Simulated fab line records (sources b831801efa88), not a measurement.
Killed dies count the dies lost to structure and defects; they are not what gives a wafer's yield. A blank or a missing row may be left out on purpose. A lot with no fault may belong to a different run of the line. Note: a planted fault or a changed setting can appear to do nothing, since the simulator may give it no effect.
fab line records | flow gf180mcu
[record] lots = 11 wafers = 33 last_day = 34
route steps=602 shown V2@396 V3@430 M4@458
lots with no fault: from the same line, run without faults
start_h: start of the lot's first displayed wafer, in hours after the record's first day | wait_h: how many hours have passed since the lot's step before this one | " identical to the entry in the row above | L1.1+2: a row that stands for several wafers | - either no value or no given start | * or withheld: withheld | < > ~ a bound
route shown NAME@n: a module of which the file shows steps, and the number in the route of the first | usual: average and standard deviation across the fault-free wafers | same: alike in all rows | chamber/n: place in a boat | sites: the reading at each site | _std_site: how widely they spread, as a standard deviation | _edge_site: mean of outer sites minus mean of inner sites | radius_mm: for every site, how far away it sits from the centre of the wafer | mask NAME#n: copy n | behind: the last tool/chamber to shape the wafer | hold: reason for holding the lot/hours on hold/outcome of the hold | device: whichever transistor did not switch (one of n, p or np) | end of line: tests run on the same wafers once the route is complete | step lacking rows: just its recipe | killed: the dies lost at the first sort to structure and to defects; this is not the yield of the wafer | map: a wafer's dies, marking killed ones x, the rest . and places with no die _
set.NAME: the setting the step ran with; set.NAME@STEP: the setting that earlier step ran with | model.NAME: the simulator's own value behind a step, which no gauge read
route steps across a sampled set of lots; one table per step, one row per wafer
services: when a tool's chamber went out of use (start_h, in hours from the record's first day, below 0 if earlier), for how many hours, and the reason
[[steps]]
[step GF_V2_CD_MEAS_14]
[recipe] target_cd_nm = 260
[usual] cd_nm = 260.0/1.1
// columns lot.wafer tool chamber start_h wait_h cd_nm
L790.1 cd_sem-02 - 476.83 0.1 260.6
L790.3 " - " " 260.7
L790.4 " - " " 260.1
L791.1 cd_sem-01 - 487.23 0.1 263.2
L791.3 " - " " 262.5
L791.4 " - " " 262.3
L795.2 cd_sem-01 - 527.30 0.1 258.3
L795.4 " - " " 260.9
L795.5 " - " " 259.0
L797.2 cd_sem-01 - 540.60 0.1 258.4
L797.3 " - " " 258.7
L797.5 " - " " 259.0
L802.1 cd_sem-02 - 582.80 0.1 261.4
L802.5 " - " " 261.8
L802.6 " - " " 261.1
L804.3 cd_sem-01 - 599.36 0.1 259.0
L804.5 " - " " 259.7
L804.6 " - " " 259.8
L805.1 cd_sem-01 - 608.65 0.1 258.8
L805.2 " - " " 259.5
L805.4 " - " " 257.7
L807.3 cd_sem-02 - 617.84 0.1 260.2
L807.4 " - " " 261.5
L807.6 " - " " 260.0
L808.2 cd_sem-01 - 625.54 0.1 259.1
L808.3 " - " " 259.2
L808.4 " - " " 259.8
L810.1 cd_sem-01 - 642.13 0.1 260.1
L810.3 " - " " 260.3
L810.6 " - " " 260.3
L811.3 cd_sem-02 - 652.44 0.1 259.2
L811.4 " - " " 259.4
L811.5 " - " " 260.1
[step GF_V2_CVD_23]
[recipe] material = W target_thk_nm = 350 time_s = 104.94 temp_c = 400 pressure_torr = 40
[usual] heater_power_w = 896/56
[same] time_s = 104.94
// columns lot.wafer tool chamber start_h wait_h heater_power_w
L790.1 cvd_w-02 0 477.78 0.0 1012
L790.3 " 0 " " 988
L790.4 " 1 " " 851
L791.1 cvd_w-02 1 488.15 0.0 851
L791.3 " 1 " " 842
L791.4 " 0 " " 979
L795.2 cvd_w-02 1 528.21 0.0 836
L795.4 " 0 " " 1003
L795.5 " 0 " " 1003
L797.2 cvd_w-02 1 541.53 0.0 839
L797.3 " 1 " " 841
L797.5 " 1 " " 837
L802.1 cvd_w-02 1 583.75 0.0 869
L802.5 " 1 " " 832
L802.6 " 1 " " 830
L804.3 cvd_w-02 0 600.32 0.1 975
L804.5 " 1 " " 849
L804.6 " 0 " " 984
L805.1 cvd_w-02 0 609.61 0.0 983
L805.2 " 1 " " 865
L805.4 " 0 " " 992
L807.3 cvd_w-01 0 618.76 0.1 867
L807.4 " 1 " " 933
L807.6 " 0 " " 872
L808.2 cvd_w-01 0 626.47 0.0 835
L808.3 " 1 " " 920
L808.4 " 0 " " 840
L810.1 cvd_w-02 1 643.09 0.0 829
L810.3 " 0 " " 1007
L810.6 " 1 " " 871
L811.3 cvd_w-02 0 653.36 0.1 974
L811.4 " 1 " " 840
L811.5 " 0 " " 969
[step GF_V3_THK_MEAS_01]
[recipe] reads = SiO2_of_V3_CVD_00
[usual] V3_CVD_00_THK = 606/5.8
// columns lot.wafer tool chamber start_h wait_h V3_CVD_00_THK[nm]
L790.1 film_metro-02 - 502.81 0.0 604
L790.3 " - " " 616
L790.4 " - " " 599
L791.1 film_metro-03 - 512.71 0.1 616
L791.3 " - " " 600
L791.4 " - " " 610
L795.2 film_metro-03 - 552.68 0.0 611
L795.4 " - " " 610
L795.5 " - " " 604
L797.2 film_metro-02 - 565.89 0.0 595
L797.3 " - " " 598
L797.5 " - " " 595
L802.1 film_metro-03 - 606.66 0.0 605
L802.5 " - " " 606
L802.6 " - " " 610
L804.3 film_metro-01 - 622.64 0.1 610
L804.5 " - " " 609
L804.6 " - " " 613
L805.1 film_metro-01 - 631.87 0.0 610
L805.2 " - " " 605
L805.4 " - " " 611
L807.3 film_metro-02 - 640.28 0.1 604
L807.4 " - " " 601
L807.6 " - " " 601
L808.2 film_metro-02 - 648.03 0.0 602
L808.3 " - " " 606
L808.4 " - " " 607
L810.1 film_metro-02 - 663.57 0.0 602
L810.3 " - " " 605
L810.6 " - " " 602
L811.3 film_metro-03 - 674.13 0.1 602
L811.4 " - " " 594
L811.5 " - " " 602
[step GF_M4_SPUTTER_02]
[recipe] material = AlCu target_thk_nm = 450 power_w = 10600 time_s = 23.9 chamber_pressure_pa = 0.4
[usual] throttle_valve_pct = 30.0/1.1
// columns lot.wafer tool chamber start_h wait_h throttle_valve_pct
L790.1 pvd_sputter-02 - 528.23 0.0 30.9
L790.3 " - " " 29.3
L790.4 " - " " 30.6
L791.1 pvd_sputter-01 - 537.93 0.0 28.6
L791.3 " - " " 30.0
L791.4 " - " " 27.8
L795.2 pvd_sputter-04 - 576.81 0.0 31.2
L795.4 " - " " 29.9
L795.5 " - " " 30.0
L797.2 pvd_sputter-02 - 589.28 0.0 29.0
L797.3 " - " " 31.8
L797.5 " - " " 29.2
L802.1 pvd_sputter-02 - 629.86 0.0 31.7
L802.5 " - " " 31.8
L802.6 " - " " 29.2
L804.3 pvd_sputter-02 - 645.22 0.0 31.8
L804.5 " - " " 30.2
L804.6 " - " " 30.8
L805.1 pvd_sputter-04 - 654.03 0.0 28.7
L805.2 " - " " 29.7
L805.4 " - " " 31.0
L807.3 pvd_sputter-01 - 662.74 0.0 30.5
L807.4 " - " " 27.4
L807.6 " - " " 28.9
L808.2 pvd_sputter-04 - 670.02 0.0 31.3
L808.3 " - " " 29.7
L808.4 " - " " 30.1
L810.1 pvd_sputter-01 - 685.55 0.0 29.9
L810.3 " - " " 30.5
L810.6 " - " " 27.9
L811.3 pvd_sputter-04 - 694.77 0.0 31.1
L811.4 " - " " 29.8
L811.5 " - " " 28.4
[step GF_M4_RS_MEAS_05]
[recipe] thk_meas_gauge = four-point-probe reads = TiN_of_M4_SPUTTER_04+Ti_of_M4_SPUTTER_03+AlCu_of_M4_SPUTTER_02+TiN_of_M4_SPUTTER_01+Ti_of_M4_SPUTTER_00
[usual] M4_ALCU_RS = 0.0699/0.00081
// columns lot.wafer tool chamber start_h wait_h M4_ALCU_RS[ohm/sq]
L790.1 film_metro-02 - 528.32 0.0 0.0706
L790.3 " - " " 0.0700
L790.4 " - " " 0.0703
L791.1 film_metro-02 - 538.03 0.0 0.0693
L791.3 " - " " 0.0706
L791.4 " - " " 0.0677
L795.2 film_metro-02 - 576.92 0.0 0.0692
L795.4 " - " " 0.0696
L795.5 " - " " 0.0690
L797.2 film_metro-02 - 589.39 0.0 0.0698
L797.3 " - " " 0.0693
L797.5 " - " " 0.0695
L802.1 film_metro-02 - 629.96 0.0 0.0994
L802.5 " - " " 0.0991
L802.6 " - " " 0.0998
L804.3 film_metro-04 - 645.35 0.1 0.1010
L804.5 " - " " 0.1033
L804.6 " - " " 0.1013
L805.1 film_metro-04 - 654.12 0.0 0.0698
L805.2 " - " " 0.0690
L805.4 " - " " 0.0702
L807.3 film_metro-02 - 662.87 0.1 0.0688
L807.4 " - " " 0.0686
L807.6 " - " " 0.0687
L808.2 film_metro-04 - 670.13 0.0 0.0696
L808.3 " - " " 0.0695
L808.4 " - " " 0.0689
L810.1 film_metro-04 - 685.64 0.0 0.0723
L810.3 " - " " 0.0699
L810.6 " - " " 0.0695
L811.3 film_metro-02 - 694.90 0.1 0.0708
L811.4 " - " " 0.0708
L811.5 " - " " 0.0716
[step GF_M4_THK_MEAS_06]
[recipe] thk_meas_gauge = xrf reads = AlCu_of_M4_SPUTTER_02
[usual] M4_ALCU_THK = 445/5.6
// columns lot.wafer tool chamber start_h wait_h M4_ALCU_THK[nm]
L790.1 film_metro-02 - 528.44 0.1 439
L790.3 " - " " 442
L790.4 " - " " 442
L791.1 film_metro-02 - 538.15 0.1 449
L791.3 " - " " 438
L791.4 " - " " 458
L795.2 film_metro-02 - 577.03 0.1 447
L795.4 " - " " 444
L795.5 " - " " 448
L797.2 film_metro-02 - 589.50 0.1 445
L797.3 " - " " 447
L797.5 " - " " 447
L802.1 film_metro-02 - 630.08 0.1 316
L802.5 " - " " 316
L802.6 " - " " 313
L804.3 film_metro-04 - 645.45 0.1 309
L804.5 " - " " 304
L804.6 " - " " 308
L805.1 film_metro-04 - 654.24 0.1 446
L805.2 " - " " 452
L805.4 " - " " 444
L807.3 film_metro-02 - 662.97 0.1 456
L807.4 " - " " 455
L807.6 " - " " 455
L808.2 film_metro-04 - 670.24 0.1 448
L808.3 " - " " 447
L808.4 " - " " 454
L810.1 film_metro-04 - 685.76 0.1 428
L810.3 " - " " 443
L810.6 " - " " 446
L811.3 film_metro-02 - 695.00 0.1 438
L811.4 " - " " 438
L811.5 " - " " 432
[step GF_M4_METAL_ETCH_16]
[recipe] chemistry = Cl2/BCl3 mask_material = KrF target_depth_nm = 627.5 stop_on = SiO2 pressure_mtorr = 8 icp_w = 800 bias_w = 140 Cl2_flow_sccm = 80 bcl3_flow_sccm = 40 time_s = 104.6
[usual] chamber_pressure_mTorr = 8.000/0.0064 drypump_motor_current_A = 5.56/0.28 oes_product_au = 0.972/0.0066 throttle_valve_pct = 28.250/0.01
[same] time_s = 104.6
// columns lot.wafer tool chamber start_h wait_h chamber_pressure_mTorr drypump_motor_current_A oes_product_au rf_hours_counter_h throttle_valve_pct
L790.1 rie_metal-02 0 550.85 0.0 8.004 5.11 0.968 7 28.255
L790.3 " 0 " " 8.008 5.11 0.971 - 28.252
L790.4 " 0 " " 8.011 5.11 0.962 - 28.256
L791.1 rie_metal-04 1 561.27 0.0 8.001 5.30 0.981 8 28.248
L791.3 " 1 " " 8.006 5.31 0.975 - 28.273
L791.4 " 0 " " 7.998 5.72 0.980 - 28.241
L795.2 rie_metal-04 0 598.71 0.0 7.998 5.73 0.973 6 28.233
L795.4 " 1 " " 7.993 5.29 0.971 - 28.262
L795.5 " 0 " " 7.995 5.74 0.978 - 28.238
L797.2 rie_metal-02 1 610.53 0.0 7.997 5.70 0.978 1 28.255
L797.3 " 1 " " 8.003 5.71 0.971 - 28.251
L797.5 " 0 " " 7.998 5.11 0.976 - 28.238
L802.1 rie_metal-02 1 650.03 0.0 7.994 5.71 0.845 3 28.408
L802.5 " 0 " " 8.001 5.10 0.842 - 28.390
L802.6 " 1 " " 8.010 5.71 0.842 - 28.397
L804.3 rie_metal-02 0 665.14 0.1 7.995 5.12 0.833 - 28.403
L804.5 " 0 " " 8.009 5.10 0.820 - 28.401
L804.6 " 1 " " 8.000 5.71 0.835 - 28.408
L805.1 rie_metal-02 1 673.23 0.0 8.002 5.75 0.976 3 28.234
L805.2 " 0 " " 7.996 5.09 0.978 11 28.245
L805.4 " 0 " " 8.007 5.10 0.969 - 28.235
L807.3 rie_metal-01 1 682.32 0.1 8.000 5.84 0.977 - 28.250
L807.4 " 0 " " 7.992 5.76 0.979 - 28.245
L807.6 " 0 " " 8.011 5.78 0.986 - 28.243
L808.2 rie_metal-04 1 689.21 0.0 7.998 5.32 0.974 12 28.269
L808.3 " 0 " " 7.999 5.75 0.972 - 28.244
L808.4 " 1 " " 8.009 5.31 0.980 - 28.255
L810.1 rie_metal-01 0 704.20 0.0 8.001 5.77 0.962 5 28.250
L810.3 " 0 " " 8.009 5.77 0.977 - 28.236
L810.6 " 0 " " 8.012 5.76 0.971 - 28.244
L811.3 rie_metal-04 0 712.72 0.1 7.995 5.73 0.971 - 28.257
L811.4 " 1 " " 7.998 5.30 0.967 - 28.258
L811.5 " 1 " " 7.993 5.29 0.968 - 28.262
[[services]]
// columns tool chamber start_h hours kind
rie_metal-01 - 462.32 2.8 pm
cvd_w-02 1 463.15 2.4 repair
pvd_sputter-01 1 467.05 - consumable_replace:kit
pvd_sputter-01 1 467.05 18.0 scheduled_down
pvd_sputter-04 - 472.53 4.9 repair
cvd_w-02 - 473.23 0.5 repair
cvd_w-01 - 473.91 6.9 pm
rie_metal-04 0 487.89 27.9 repair
rie_metal-02 0 501.17 26.4 repair
cvd_w-02 - 514.77 1.0 repair
rie_metal-02 1 542.24 - clean
rie_metal-02 1 542.24 19.4 scheduled_down
rie_metal-02 1 542.24 19.4 vent_cycle
cvd_w-02 0 560.29 28.8 repair
cvd_w-02 - 569.03 0.6 repair
pvd_sputter-04 2 581.52 - consumable_replace:kit
pvd_sputter-04 2 581.52 18.0 scheduled_down
pvd_sputter-04 2 581.52 18.0 vent_cycle
pvd_sputter-02 2 585.35 - consumable_replace:kit
pvd_sputter-02 2 585.35 18.0 scheduled_down
pvd_sputter-02 2 585.35 18.0 vent_cycle
rie_metal-02 - 607.76 0.8 repair
pvd_sputter-02 - 689.71 9.4 repair
rie_metal-01 1 691.81 6.5 repair
[[key]]
[first_sign] step = GF_M4_RS_MEAS_05 reading = M4_ALCU_RS direction = up sigmas = 38 usual = 0.0699 struck = 0.1006
[effect] step = GF_M4_THK_MEAS_06 reading = M4_ALCU_THK direction = down sigmas = 24 usual = 445 struck = 311
[effect] step = GF_M4_METAL_ETCH_16 reading = oes_product_au direction = down sigmas = 20 usual = 0.972 struck = 0.836
met_at GF_M4_SPUTTER_02
struck_lots L802,L804
not_acting_at GF_V2_CD_MEAS_14,GF_V2_CVD_23,GF_V3_THK_MEAS_01
onset_between 589.28 629.86
[fault] kind = process_parameter_drift tool = pvd_sputter-02 chamber = - onset_h = 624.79 steps = GF_M4_SPUTTER_02 channel = time_s offset = * shape = step end_h = 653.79 acts_in = * stated = *
